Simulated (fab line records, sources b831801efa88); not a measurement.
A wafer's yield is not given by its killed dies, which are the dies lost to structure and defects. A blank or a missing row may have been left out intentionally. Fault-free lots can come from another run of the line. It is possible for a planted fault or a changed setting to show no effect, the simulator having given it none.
Chamber matching + flow gf180mcu + GF_CONTACT_CMP_04 on cmp-02: 4 sister chambers
The step polishes SiO2. 7 wafers are shown with their chamber, then 7 later ones without.

## WAFERS WITH THEIR CHAMBER
| wafer  | chamber | motorCurrentA (A) | slurryFlowMlMin |
|--------|---------|-------------------|-----------------|
| L268.2 | 0       | 11.6              | 150.7           |
| L269.3 | 0       | 11.4              | 150.7           |
| L269.4 | 3       | 11.8              | 150.4           |
| L270.4 | 2       | 10.7              | 150.1           |
| L270.6 | 1       | 12.1              | 150.1           |
| L278.3 | 2       | 10.6              | 149.7           |
| L278.5 | 1       | 12.9              | 150.5           |

## WAFERS MISSING THEIR CHAMBER
| wafer  | motorCurrentA (A) | slurryFlowMlMin |
|--------|-------------------|-----------------|
| L278.6 | 11.9              | 149.4           |
| L279.1 | 11.7              | 149.4           |
| L279.2 | 11.7              | 150.1           |
| L279.6 | 11.8              | 149.8           |
| L280.1 | 11.4              | 149.4           |
| L280.2 | 11.9              | 150.0           |
| L280.4 | 10.7              | 149.0           |

## EACH ONE'S CHAMBER
| wafer  | from the rows above               | in truth |
|--------|-----------------------------------|----------|
| L278.6 | can't be placed: 2 or 1 or 3 or 0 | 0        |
| L279.1 | can't be placed: 2 or 3 or 1 or 0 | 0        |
| L279.2 | can't be placed: 3 or 1 or 0 or 2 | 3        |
| L279.6 | can't be placed: 3 or 1 or 2 or 0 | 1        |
| L280.1 | can't be placed: 2 or 3 or 1      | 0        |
| L280.2 | can't be placed: 3 or 1 or 0 or 2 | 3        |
| L280.4 | 2                                 | 2        |
Correct placement for 1 of the 7. Unplaceable from these rows: 6, with the true chamber sitting among the candidates in 5. Placed wrongly: 0.
How it was worked out, from the rows above alone: a wafer's distance from a chamber is the root of the sum, over the readings, of the square of ((its reading less the chamber's mean) divided by the reading's scatter). If the next closest chamber is less than 2 further off than the closest, the wafer can't be placed; otherwise it belongs to the closest. Each chamber's mean is taken over the wafers shown for it. How the scatter is found: for the shown wafers, subtract from each reading the mean of its chamber, square and add these, divide the total by (wafers less chambers), then take the root.
